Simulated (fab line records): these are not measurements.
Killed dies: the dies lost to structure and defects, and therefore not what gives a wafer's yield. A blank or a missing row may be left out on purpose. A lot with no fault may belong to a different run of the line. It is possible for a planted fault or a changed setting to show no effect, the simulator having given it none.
Matching of chambers :: flow sky130 :: SKY_LI_CONTACT_ETCH_15 on rie diel-02 has 4 sister chambers
The step etches PSG in C4F8/O2/Ar, stops on Si, target depth 600 nm. 14 wafers are shown with their chamber, then 7 later ones without.

WAFERS, EACH WITH ITS CHAMBER
wafer: L273.3
chamber: 1
rf fwd power W (W): 1498
bias w (W): 1200
oes product au (a.u.): 0.833

wafer: L273.4
chamber: 0
rf fwd power W (W): 1497
bias w (W): 1204
oes product au (a.u.): 0.834

wafer: L273.5
chamber: 1
rf fwd power W (W): 1496
bias w (W): 1193
oes product au (a.u.): 0.837

wafer: L276.1
chamber: 1
rf fwd power W (W): 1498
bias w (W): 1193
oes product au (a.u.): 0.838

wafer: L276.2
chamber: 3
rf fwd power W (W): 1496
bias w (W): 1198
oes product au (a.u.): 0.832

wafer: L276.6
chamber: 1
rf fwd power W (W): 1493
bias w (W): 1194
oes product au (a.u.): 0.841

wafer: L277.2
chamber: 1
rf fwd power W (W): 1490
bias w (W): 1199
oes product au (a.u.): 0.833

wafer: L277.3
chamber: 2
rf fwd power W (W): 1490
bias w (W): 1196
oes product au (a.u.): 0.834

wafer: L277.4
chamber: 0
rf fwd power W (W): 1496
bias w (W): 1199
oes product au (a.u.): 0.828

wafer: L279.2
chamber: 0
rf fwd power W (W): 1490
bias w (W): 1198
oes product au (a.u.): 0.832

wafer: L279.5
chamber: 0
rf fwd power W (W): 1494
bias w (W): 1199
oes product au (a.u.): 0.838

wafer: L279.6
chamber: 3
rf fwd power W (W): 1498
bias w (W): 1199
oes product au (a.u.): 0.846

wafer: L282.2
chamber: 2
rf fwd power W (W): 1491
bias w (W): 1201
oes product au (a.u.): 0.838

wafer: L282.3
chamber: 1
rf fwd power W (W): 1502
bias w (W): 1195
oes product au (a.u.): 0.831

SIGNATURES (averages over the wafers above)
reading: rf fwd power W
chamber 0: 1494.25
chamber 1: 1496.17
chamber 2: 1490.50
chamber 3: 1497.00
scatter within a chamber: 3.47

reading: bias w
chamber 0: 1200.00
chamber 1: 1195.67
chamber 2: 1198.50
chamber 3: 1198.50
scatter within a chamber: 2.87

reading: oes product au
chamber 0: 0.83300
chamber 1: 0.83550
chamber 2: 0.83600
chamber 3: 0.83900
scatter within a chamber: 0.00479
Rule: for each reading, subtract the chamber's mean from the wafer's reading, divide by that reading's scatter and square the result; add these up over the readings and take the root, which gives the wafer's distance from the chamber. If the next closest chamber is less than 2 further off than the closest, the wafer can't be placed; otherwise it belongs to the closest. How the scatter is found: for the shown wafers, subtract from each reading the mean of its chamber, square and add these, divide the total by (wafers less chambers), then take the root.

WAFERS WHOSE CHAMBER IS MISSING
wafer: L282.5
rf fwd power W (W): 1505
bias w (W): 1196
oes product au (a.u.): 0.845

wafer: L291.1
rf fwd power W (W): 1488
bias w (W): 1201
oes product au (a.u.): 0.843

wafer: L291.5
rf fwd power W (W): 1501
bias w (W): 1191
oes product au (a.u.): 0.834

wafer: L291.6
rf fwd power W (W): 1493
bias w (W): 1204
oes product au (a.u.): 0.836

wafer: L296.1
rf fwd power W (W): 1487
bias w (W): 1201
oes product au (a.u.): 0.835

wafer: L296.3
rf fwd power W (W): 1488
bias w (W): 1193
oes product au (a.u.): 0.830

wafer: L296.5
rf fwd power W (W): 1491
bias w (W): 1205
oes product au (a.u.): 0.842

THE CHAMBER EACH PASSED THROUGH
wafer: L282.5
from the rows above: can't be placed: 3 or 1 or 0 or 2
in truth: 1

wafer: L291.1
from the rows above: can't be placed: 2 or 0 or 3 or 1
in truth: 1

wafer: L291.5
from the rows above: can't be placed: 1 or 3 or 0 or 2
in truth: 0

wafer: L291.6
from the rows above: can't be placed: 0 or 2 or 3 or 1
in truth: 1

wafer: L296.1
from the rows above: can't be placed: 2 or 0 or 3 or 1
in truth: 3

wafer: L296.3
from the rows above: can't be placed: 2 or 1 or 0 or 3
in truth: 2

wafer: L296.5
from the rows above: can't be placed: 2 or 0 or 3 or 1
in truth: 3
0 of 7 placed correctly. Cannot be placed on the basis of these rows: 7; the candidates contain the true chamber in 7. 0 placed wrongly.
